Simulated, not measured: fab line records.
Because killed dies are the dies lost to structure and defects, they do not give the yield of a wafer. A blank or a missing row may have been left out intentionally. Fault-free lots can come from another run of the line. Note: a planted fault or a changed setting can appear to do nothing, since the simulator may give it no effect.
Which of the tools did it? :: flow sky130 :: 11 lots with 33 wafers sampled at 2 steps, on a route of 708 steps

WHAT EACH GAUGE READ, for each wafer
SKY_SPACER_THK_MEAS_01.
lot: L750
measured: day 22 12:05
on: film-metro-01
SPACER_CVD_00_THK (nm): 43.1 42.9 42.8

lot: L751
measured: day 22 21:07
on: film-metro-01
SPACER_CVD_00_THK (nm): 43.2 43.2 43.4

lot: L752
measured: day 23 18:17
on: film-metro-03
SPACER_CVD_00_THK (nm): 42.6 42.5 42.8

lot: L753
measured: day 24 00:56
on: film-metro-04
SPACER_CVD_00_THK (nm): 43.2 43.1 43.0

lot: L754
measured: day 24 08:05
on: film-metro-01
SPACER_CVD_00_THK (nm): 41.6 41.2 41.8

lot: L755
measured: day 24 22:02
on: film-metro-04
SPACER_CVD_00_THK (nm): 42.4 43.0 42.8

lot: L756
measured: day 25 03:58
on: film-metro-01
SPACER_CVD_00_THK (nm): 42.9 43.0 43.1

lot: L757
measured: day 25 11:37
on: film-metro-01
SPACER_CVD_00_THK (nm): 43.2 43.1 43.4

lot: L758
measured: day 25 14:10
on: film-metro-01
SPACER_CVD_00_THK (nm): 42.3 42.9 42.2

lot: L764
measured: day 27 18:26
on: film-metro-01
SPACER_CVD_00_THK (nm): 37.7 37.5 37.7

lot: L765
measured: day 28 10:14
on: film-metro-04
SPACER_CVD_00_THK (nm): 37.2 37.0 37.3

EACH LOT AND THE TOOL THAT RAN IT (in order: tool; ch and the chambers of the sampled wafers; start)
lot: L750
SKY_SPACER_CVD_00: lpcvd-02 ch 0, day 22 10:53

lot: L751
SKY_SPACER_CVD_00: lpcvd-02 ch 1, day 22 19:55

lot: L752
SKY_SPACER_CVD_00: lpcvd-02 ch 1, day 23 17:04

lot: L753
SKY_SPACER_CVD_00: lpcvd-02 ch 1, day 23 23:44

lot: L754
SKY_SPACER_CVD_00: lpcvd-02 ch 0, day 24 06:53

lot: L755
SKY_SPACER_CVD_00: lpcvd-02 ch 0, day 24 20:50

lot: L756
SKY_SPACER_CVD_00: lpcvd-02 ch 1, day 25 02:45

lot: L757
SKY_SPACER_CVD_00: lpcvd-02 ch 0, day 25 10:24

lot: L758
SKY_SPACER_CVD_00: lpcvd-02 ch 0, day 25 12:58

lot: L764
SKY_SPACER_CVD_00: lpcvd-02 ch 1, day 27 17:14

lot: L765
SKY_SPACER_CVD_00: lpcvd-02 ch 0, day 28 08:26
- SKY_SPACER_CVD_00: deposits Si3N4 from DCS/NH3, target thk 43.1 nm, time 740 s.

AS READ BY THE TOOLS THEMSELVES (means over the sampled wafers that have a number; for cases with no such wafer, the mark the record gives instead)
SKY_SPACER_CVD_00.
lot: L750
tool: lpcvd-02
spike-tc-bottom-C (C): 790.5
spike-tc-centre-C (C): 770.5
spike-tc-lower-C (C): 770.4
spike-tc-top-C (C): 788.2
spike-tc-upper-C (C): 773.3
zone-power-centre-pct (%): 14.12

lot: L751
tool: lpcvd-02
spike-tc-bottom-C (C): 786.4
spike-tc-centre-C (C): 773.6
spike-tc-lower-C (C): 770.1
spike-tc-top-C (C): 786.4
spike-tc-upper-C (C): 770.7
zone-power-centre-pct (%): 13.66

lot: L752
tool: lpcvd-02
spike-tc-bottom-C (C): 786.7
spike-tc-centre-C (C): 773.4
spike-tc-lower-C (C): 770.4
spike-tc-top-C (C): 786.7
spike-tc-upper-C (C): 770.4
zone-power-centre-pct (%): 13.63

lot: L753
tool: lpcvd-02
spike-tc-bottom-C (C): 785.9
spike-tc-centre-C (C): 773.5
spike-tc-lower-C (C): 771.1
spike-tc-top-C (C): 787.0
spike-tc-upper-C (C): 770.0
zone-power-centre-pct (%): 13.85

lot: L754
tool: lpcvd-02
spike-tc-bottom-C (C): 790.5
spike-tc-centre-C (C): 770.4
spike-tc-lower-C (C): 770.6
spike-tc-top-C (C): 789.0
spike-tc-upper-C (C): 772.9
zone-power-centre-pct (%): 14.02

lot: L755
tool: lpcvd-02
spike-tc-bottom-C (C): 790.2
spike-tc-centre-C (C): 771.0
spike-tc-lower-C (C): 770.7
spike-tc-top-C (C): 786.6
spike-tc-upper-C (C): 771.6
zone-power-centre-pct (%): 14.08

lot: L756
tool: lpcvd-02
spike-tc-bottom-C (C): 786.5
spike-tc-centre-C (C): 773.2
spike-tc-lower-C (C): 770.6
spike-tc-top-C (C): 787.0
spike-tc-upper-C (C): 770.6
zone-power-centre-pct (%): 13.76

lot: L757
tool: lpcvd-02
spike-tc-bottom-C (C): 790.7
spike-tc-centre-C (C): 771.5
spike-tc-lower-C (C): 771.1
spike-tc-top-C (C): 788.7
spike-tc-upper-C (C): 772.1
zone-power-centre-pct (%): 14.21

lot: L758
tool: lpcvd-02
spike-tc-bottom-C (C): 789.3
spike-tc-centre-C (C): 770.9
spike-tc-lower-C (C): 770.7
spike-tc-top-C (C): 788.5
spike-tc-upper-C (C): 772.2
zone-power-centre-pct (%): 14.20

lot: L764
tool: lpcvd-02
spike-tc-bottom-C (C): 778.6
spike-tc-centre-C (C): 765.6
spike-tc-lower-C (C): 764.3
spike-tc-top-C (C): 780.1
spike-tc-upper-C (C): 762.1
zone-power-centre-pct (%): 13.39

lot: L765
tool: lpcvd-02
spike-tc-bottom-C (C): 782.0
spike-tc-centre-C (C): 763.8
spike-tc-lower-C (C): 762.2
spike-tc-top-C (C): 782.0
spike-tc-upper-C (C): 765.3
zone-power-centre-pct (%): 13.89

THE ANSWER, worked out from the rows above alone
Rule: the lots themselves supply what counts as usual. Put in order of their means at a reading, lots are off if they are a third of the lots or fewer, leave a main group of 4 or more, and stand apart from it by a gap of 3 or more times the standard deviation of the main group's means; of several such gaps the widest counts. The tables above print the reading to a certain number of digits; a main group whose means all agree to those digits is not used. Also off: a lot with no number at a reading for which 4 or more lots have one. All remaining lots with rows at the step are treated as sound. The gauges are gone through in route order, then the tools' own readings, and for those a lot's mean is taken as printed above. The first step at which some lot is off is used, and at that step the reading that is off furthest; a lot without a number counts as furthest.
Off: L764, L765, seen at SKY_SPACER_THK_MEAS_01 (SPACER_CVD_00_THK). The main group: mean 42.8 nm, standard deviation 0.5.
If a tool, at a process step before that reading, ran all the lots that are off and no sound lot after the first of them, it fits. Not tried: the gauges at SKY_SPACER_THK_MEAS_01; whatever is off there is also off at SKY_SPACER_CVD_00, on other tools, and gauge error can't account for it. One fits: SKY_SPACER_CVD_00 on lpcvd-02. A fault onset in the window from L758 (day 25 12:58, its last sound lot) to L764 (day 27 17:14, its first lot off) fits.
The tool's own readings at SKY_SPACER_CVD_00 bear it out: on the lots that are off they differ by more than 5 times the standard deviation of the sound lots' means. spike-tc-centre-C reads 764.7 C there against 772.0 C on the sound lots; spike-tc-lower-C reads 763.2 C there against 770.6 C on the sound lots; spike-tc-top-C reads 781.0 C there against 787.6 C on the sound lots; spike-tc-upper-C reads 763.7 C there against 771.5 C on the sound lots.

WHAT THE SIMULATOR PUT IN
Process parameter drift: lpcvd-02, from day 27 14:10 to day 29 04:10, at SKY_SPACER_CVD_00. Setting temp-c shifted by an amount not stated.
Struck lots among those shown: L764, L765. This agrees with what the rule above found.
